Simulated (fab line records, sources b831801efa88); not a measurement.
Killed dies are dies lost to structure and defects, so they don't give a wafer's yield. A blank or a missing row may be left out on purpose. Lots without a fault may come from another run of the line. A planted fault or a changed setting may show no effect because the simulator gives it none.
Which tool did it? | flow sky130 | 11 lots, 33 wafers sampled, at 5 steps of a route of 708

WHAT THE GAUGES READ, wafer by wafer
SKY_GATE_OXIDE_THK_MEAS_02.
lot  | measured     | on            | GATE_OXIDE_OXIDATION_00_THK (nm)
L638 | day 13 05:04 | film_metro-03 | 10.26 10.19 10.19
L639 | day 13 07:50 | film_metro-04 | 10.56 10.65 10.30
L641 | day 13 22:40 | film_metro-04 | 10.22 10.13 10.14
L644 | day 15 04:14 | film_metro-04 | 10.61 10.47 10.44
L647 | day 16 10:45 | film_metro-04 | 12.22 12.17 12.40 12.18 12.22 12.30
L648 | day 16 17:34 | film_metro-02 | 12.48 12.20 12.34 12.48 12.20 12.31
L655 | day 18 18:03 | film_metro-02 | 10.03 10.08 10.07
L656 | day 19 09:21 | film_metro-02 | 10.43 10.41 10.22
L657 | day 19 12:33 | film_metro-02 | 10.22 10.28 10.50
L658 | day 19 22:48 | film_metro-03 | 10.30 10.27 10.29
L660 | day 20 19:56 | film_metro-03 | 10.22 10.26 10.10

SKY_METAL3_CD_MEAS_13: target cd 300 nm.
lot  | measured     | on        | cd_nm (nm)
L638 | day 39 00:37 | cd_sem-02 | 301.7 302.0 301.4
L639 | day 39 01:25 | cd_sem-02 | 299.9 299.2 299.8
L641 | day 39 17:16 | cd_sem-02 | 302.8 301.1 301.4
L644 | day 40 16:46 | cd_sem-01 | 299.9 299.8 300.6
L647 | day 41 22:16 | cd_sem-02 | 297.0 297.9 298.9
L648 | day 41 22:55 | cd_sem-02 | 300.4 298.6 300.5
L655 | day 43 12:58 | cd_sem-01 | 299.1 298.0 298.8
L656 | day 44 01:01 | cd_sem-01 | 299.9 300.9 299.6
L657 | day 44 05:31 | cd_sem-01 | 299.2 299.3 300.7
L658 | day 44 10:53 | cd_sem-01 | 300.6 301.4 300.8
L660 | day 45 03:20 | cd_sem-02 | 300.7 299.5 299.8

WHICH TOOL RAN EACH LOT (tool, then ch and the chambers of the sampled wafers, then the start)
lot  | SKY_GATE_OXIDE_OXIDATION_01   | SKY_VIA2_CMP_02               | SKY_CAPM_STRIP_14
L638 | furnace-01 ch 0, day 13 03:38 | cmp-01 ch 0,1,2, day 35 14:37 | plasma_asher-01 ch 0,1, day 37 22:32
L639 | furnace-01 ch 0, day 13 06:26 | cmp-01 ch 2,3, day 35 18:38   | plasma_asher-04 ch 0, day 38 00:29
L641 | furnace-02 ch 0, day 13 21:16 | cmp-01 ch 0,1,2, day 36 11:24 | plasma_asher-01 ch 0,1, day 38 15:34
L644 | furnace-02 ch 0, day 15 02:50 | cmp-02 ch 0,1,2, day 37 11:33 | plasma_asher-04 ch 0,1, day 39 15:40
L647 | furnace-02 ch 0, day 16 09:20 | cmp-01 ch 2,3, day 38 18:23   | plasma_asher-04 ch 0,1, day 40 21:41
L648 | furnace-02 ch 0, day 16 16:10 | cmp-01 ch 0,1,2, day 38 19:33 | plasma_asher-04 ch 0,1, day 40 22:56
L655 | furnace-01 ch 0, day 18 16:39 | cmp-01 ch 1,2,3, day 40 11:08 | plasma_asher-01 ch 0,1, day 42 13:41
L656 | furnace-01 ch 0, day 19 07:56 | cmp-01 ch 0,2,3, day 41 01:22 | plasma_asher-04 ch 0,1, day 43 01:56
L657 | furnace-01 ch 0, day 19 11:09 | cmp-01 ch 0,2,3, day 41 05:30 | plasma_asher-01 ch 0,1, day 43 06:41
L658 | furnace-01 ch 0, day 19 21:23 | cmp-02 ch 1,2, day 41 11:11   | plasma_asher-03 ch 0,1, day 43 11:35
L660 | furnace-02 ch 0, day 20 18:32 | cmp-02 ch 2,3, day 42 04:28   | plasma_asher-03 ch 0,1, day 44 04:17
- SKY_GATE_OXIDE_OXIDATION_01: stabilise 600 s, purge 300 s, target thk 10.268 nm.
- SKY_VIA2_CMP_02: polishes SiO2.
- SKY_CAPM_STRIP_14: strips in O2/N2.

WHAT THE TOOLS THEMSELVES READ (means of the sampled wafers that have a number; where no wafer has one, the mark that the record gives instead)
SKY_GATE_OXIDE_OXIDATION_01.
lot  | tool       | spike_tc_bottom_C (C) | spike_tc_centre_C (C) | spike_tc_lower_C (C) | spike_tc_top_C (C) | spike_tc_upper_C (C) | tube_center_temp_C (C) | tube_center_temp_C_max | zone_power_centre_pct (%)
L638 | furnace-01 | 924.1                 | 900.5                 | 901.6                | 910.4              | 903.9                | 899.92                 | 902.5                  | 19.2
L639 | furnace-01 | 923.1                 | 900.5                 | 902.7                | 910.4              | 902.4                | 900.13                 | 902.4                  | 19.2
L641 | furnace-02 | 918.7                 | 897.3                 | 900.1                | 904.3              | 900.5                | 900.01                 | 902.4                  | 19.7
L644 | furnace-02 | 919.7                 | 897.1                 | 900.9                | 904.0              | 900.6                | 899.97                 | 902.6                  | 19.8
L647 | furnace-02 | 934.7                 | 912.1                 | 915.9                | 919.7              | 915.6                | 915.15                 | 917.5                  | 20.5
L648 | furnace-02 | 934.6                 | 913.1                 | 916.1                | 918.6              | 915.7                | 915.17                 | 917.6                  | 20.7
L655 | furnace-01 | 922.4                 | 901.3                 | 901.9                | 910.9              | 902.6                | 900.04                 | 902.6                  | 19.1
L656 | furnace-01 | 924.3                 | 901.1                 | 900.8                | 909.6              | 903.1                | 899.88                 | 902.1                  | 19.2
L657 | furnace-01 | 922.9                 | 900.5                 | 900.9                | 908.7              | 903.1                | 899.96                 | 902.3                  | 19.1
L658 | furnace-01 | 922.8                 | 900.8                 | 902.3                | 910.2              | 903.5                | 900.00                 | 902.3                  | 19.4
L660 | furnace-02 | 918.6                 | 897.9                 | 900.7                | 903.3              | 900.7                | 900.03                 | 902.4                  | 20.0

SKY_VIA2_CMP_02.
lot  | tool   | head_pressure_psi (psi) | motor_current_A (A)
L638 | cmp-01 | 4.002                   | 12.2
L639 | cmp-01 | 3.990                   | 13.8
L641 | cmp-01 | 3.999                   | 12.3
L644 | cmp-02 | 4.006                   | 12.8
L647 | cmp-01 | 4.006                   | 13.9
L648 | cmp-01 | 3.997                   | 12.5
L655 | cmp-01 | 4.001                   | 13.1
L656 | cmp-01 | 3.989                   | 13.4
L657 | cmp-01 | 3.997                   | 13.4
L658 | cmp-02 | 4.007                   | 12.0
L660 | cmp-02 | 3.993                   | 11.9

SKY_CAPM_STRIP_14.
lot  | tool            | drypump_motor_current_A (A) | o2_flow_sccm (sccm) | oes_product_au (a.u.) | strip_time_to_endpoint_s (s)
L638 | plasma_asher-01 | 5.3                         | 2995                | 0.709                 | 12.63
L639 | plasma_asher-04 | 6.7                         | 2992                | 0.708                 | 12.60
L641 | plasma_asher-01 | 5.3                         | 2997                | 0.712                 | 12.64
L644 | plasma_asher-04 | 6.3                         | 3005                | 0.711                 | 12.62
L647 | plasma_asher-04 | 6.3                         | 3007                | 0.712                 | 12.71
L648 | plasma_asher-04 | 6.3                         | 2994                | 0.708                 | 12.64
L655 | plasma_asher-01 | 5.3                         | 3009                | 0.716                 | 12.65
L656 | plasma_asher-04 | 6.3                         | 2997                | 0.707                 | 12.62
L657 | plasma_asher-01 | 5.1                         | 3008                | 0.710                 | 12.65
L658 | plasma_asher-03 | 5.4                         | 3016                | 0.712                 | 12.65
L660 | plasma_asher-03 | 5.2                         | 2985                | 0.709                 | 12.62

THE ANSWER, worked out from the rows above alone
Rule: what is usual is taken from the lots themselves. Put in order of their means at a reading, lots are off if they are a third of the lots or fewer, leave a main group of 4 or more, and stand apart from it by a gap of 3 or more times the standard deviation of the main group's means; of several such gaps the widest counts. A main group whose means are all the same, to the digits that the tables above print for the reading, isn't used. A lot without any number at a reading at which 4 lots or more have one is off too. The other lots that the step has rows for count as sound. The gauges are gone through in route order, then the tools' own readings, and for those a lot's mean is taken as printed above. The first step at which some lot is off is used, and at that step the reading that is off furthest; a lot without a number counts as furthest.
Off: L647, L648, at SKY_GATE_OXIDE_THK_MEAS_02 (GATE_OXIDE_OXIDATION_00_THK). The main group: mean 10.29 nm, standard deviation 0.14.
A tool fits if, at a process step before that reading, it ran every lot that is off, and no sound lot after the first of them. The gauges at SKY_GATE_OXIDE_THK_MEAS_02 aren't tried: what is off there is off at SKY_GATE_OXIDE_OXIDATION_01 too, on other tools, and a gauge's error can't cause that. None of those tried fits.

WHAT THE SIMULATOR HAD PUT IN
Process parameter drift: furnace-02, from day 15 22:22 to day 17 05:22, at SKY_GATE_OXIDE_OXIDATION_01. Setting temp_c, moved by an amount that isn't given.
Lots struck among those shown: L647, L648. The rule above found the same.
